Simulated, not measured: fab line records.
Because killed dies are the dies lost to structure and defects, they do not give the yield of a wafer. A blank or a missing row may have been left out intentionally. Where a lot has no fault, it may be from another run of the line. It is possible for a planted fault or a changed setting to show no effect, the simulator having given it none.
Problem report in the 8D (eight disciplines) form, filled by code :: flow sky130 :: the parts of the form that need people (team, actions taken, sign-off) are left out

## 1. WHAT IS WRONG
biasW at SKY_METAL4_ETCH_16 reads a mean of 108.02 W on 4 wafers of 2 lots; wafers without a fault read 99.95 W with a standard deviation of 0.29. That is +28 standard deviations from the usual mean.
The step: etches BARC in N2/H2, stops on SiO2, time 88.2 s, target depth 60 nm.
First observed at day 46 03:25: wafer L563.2, on rieMetal-03. The record has a number at this step for 36 wafers belonging to 12 lots. By rule, "out" or "out of limits" means more than 4 standard deviations away from the usual mean. The other wafers with a number count as sound.

## 2. WHAT IT IS AND WHAT IT IS NOT
question: which readings at this step
is: biasW
is not: drypumpMotorCurrentA, oesProductAu, throttleValvePct

question: which lots
is: L563, L565
is not: L549, L550, L551, L552, L555, L558, L559, L560, L564, L570

question: which wafers of those lots
is: L563.2, L563.4, L565.2, L565.6
is not: L563.6, L565.5

question: read on which tools
is: rieMetal-03
is not: rieMetal-01, rieMetal-04

question: when
is: from day 46 03:25
is not: up to then (28 sound wafers); but 4 sound wafers of L565, L570 came after

## 3. WHAT RULES OUT EACH SUSPECT
Counting: any tool at a process step up to the reading remains a suspect provided it ran every lot that is out. Sound lots after the first of them don't rule it out here, since some wafers of a struck lot are sound.
- rieMetal-04 at SKY_METAL2_METAL_ETCH_19 (etches the open film in Cl2/BCl3, stops on SiO2, target depth 360 nm, time 78 s): kept. It processed each lot that is out (first: L563, day 40 03:45); up to then, its last sound lot is L559 (day 38 21:50).
- rieMetal-03 at SKY_METAL4_ETCH_16 (etches BARC in N2/H2, stops on SiO2, time 88.2 s, target depth 60 nm): kept. It processed each lot that is out (first: L563, day 46 03:25); up to then, its last sound lot is L564 (day 46 02:17). On those wafers its own readings are out: biasW.
- The sound lot-mates ran in chamber 0 of rieMetal-03 at SKY_METAL4_ETCH_16, but the wafers that are out ran in chamber 1.
Left after counting: rieMetal-04 at SKY_METAL2_METAL_ETCH_19, rieMetal-03 at SKY_METAL4_ETCH_16.

## 4. THE CAUSE (what the simulator had put in)
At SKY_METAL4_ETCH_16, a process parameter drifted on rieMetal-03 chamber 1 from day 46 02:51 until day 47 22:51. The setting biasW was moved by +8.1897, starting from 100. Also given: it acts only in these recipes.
Of the 2 suspects that counting leaves, this tool is one.

## 5. THE EFFECT CHAIN, in route order
Each row: a reading whose mean over the struck wafers that have a number lies more than 3 standard deviations from the usual. Readings are gone through only where the record gives a usual standard deviation; hours: the median, over the lots, of the time from a lot's start at the first step in this table giving one to that lot's start at this step; sigmas: the change measured in usual standard deviations.
hours: 0
step: SKY_METAL4_ETCH_16
reading: biasW
usual: 99.95 W
on struck wafers: 108.02
change: +8.07
sigmas: +28
Here are the process steps it includes:
- SKY_METAL4_ETCH_16: etches BARC in N2/H2, stops on SiO2, time 88.2 s, target depth 60 nm.

## 6. HOW IT WOULD HAVE BEEN CAUGHT EARLIER
In this record the first reading out of limits was taken at day 46 03:25, 1 hour after the fault began at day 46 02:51.
